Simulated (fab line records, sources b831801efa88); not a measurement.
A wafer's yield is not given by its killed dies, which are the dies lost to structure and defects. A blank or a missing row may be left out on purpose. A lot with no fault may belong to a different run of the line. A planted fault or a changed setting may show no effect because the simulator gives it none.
Code-filled problem report in 8D (eight disciplines) form || flow sky130 || the parts of the form that need people (team, actions taken, sign-off) are left out

## 1. PROBLEM STATEMENT
At SKY_VT_ADJUST_HVTP_SOFTBAKE_03, run-length-s averages 122.39 s over 6 wafers from 2 lots, while fault-free wafers read 89.35 s, standard deviation 0.19. So: +99 or more standard deviations from the usual mean.
The step: time 60 s.
The first sign was on wafer L596.1 at day 9 16:08, on litho-track-04. Wafers with a number at this step in the record: 39, from 13 lots. Rule for "out", or "out of limits": more than 4 standard deviations from the usual mean. Any other wafer with a number is counted as sound.

## 2. WHAT IT IS; WHAT IT IS NOT
{"question": "which readings at this step", "is": "run-length-s", "is not": "-"}
{"question": "which lots", "is": "L596, L598", "is not": "L581, L582, L583, L584, L585, L586, L591, L600, L602, L603, L604"}
{"question": "which wafers of those lots", "is": "all that have a number", "is not": "-"}
{"question": "read on which tools", "is": "litho-track-04", "is not": "litho-track-01, litho-track-02"}
{"question": "when", "is": "from day 9 16:08", "is not": "up to then (21 sound wafers); but 12 sound wafers of L600, L602, L603, L604 came after"}

## 3. WHAT RULES OUT EACH SUSPECT
Counting: any tool at a process step up to the reading is kept as a suspect provided that every lot that is out went through it and no sound lot did after the first of them.
- litho-track-04 at SKY_VT_ADJUST_HVTP_SOFTBAKE_03 (time 60 s): kept. All lots that are out passed through it, beginning with L596 at day 9 16:08, and no sound lot followed; its final sound lot before that point was L591 at day 8 12:43. On those wafers its own readings are out: run-length-s.
Left after counting: litho-track-04 at SKY_VT_ADJUST_HVTP_SOFTBAKE_03.

## 4. THE CAUSE (what the simulator had put in)
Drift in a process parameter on litho-track-04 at SKY_VT_ADJUST_HVTP_SOFTBAKE_03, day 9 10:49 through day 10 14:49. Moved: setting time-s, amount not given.
Counting left only this tool.

## 5. THE CHAIN OF EFFECTS, in route order
Each row: a reading where the mean over the struck wafers with a number is more than 3 standard deviations away from the usual. Scope: only readings with a usual standard deviation given in the record; hours: median across lots of the time from each lot's start at the first step in this table that gives one to its start at this step; sigmas: change in usual standard deviations.
{"hours": 0, "step": "SKY_VT_ADJUST_HVTP_SOFTBAKE_03", "reading": "run-length-s", "usual": "89.35 s", "on struck wafers": 122.39, "change": "+33.04", "sigmas": "+99 or more"}
Process steps it contains:
- SKY_VT_ADJUST_HVTP_SOFTBAKE_03: time 60 s.
Later measuring or inspecting steps at which every struck wafer that the step has a row for has a number for every such reading, and none has moved that far: SKY_SONOS_ONO_THK_MEAS_05.

## 6. HOW IT WOULD HAVE BEEN CAUGHT EARLIER
5 hours passed between the start of the fault at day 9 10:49 and the first reading out of limits in this record, taken at day 9 16:08.
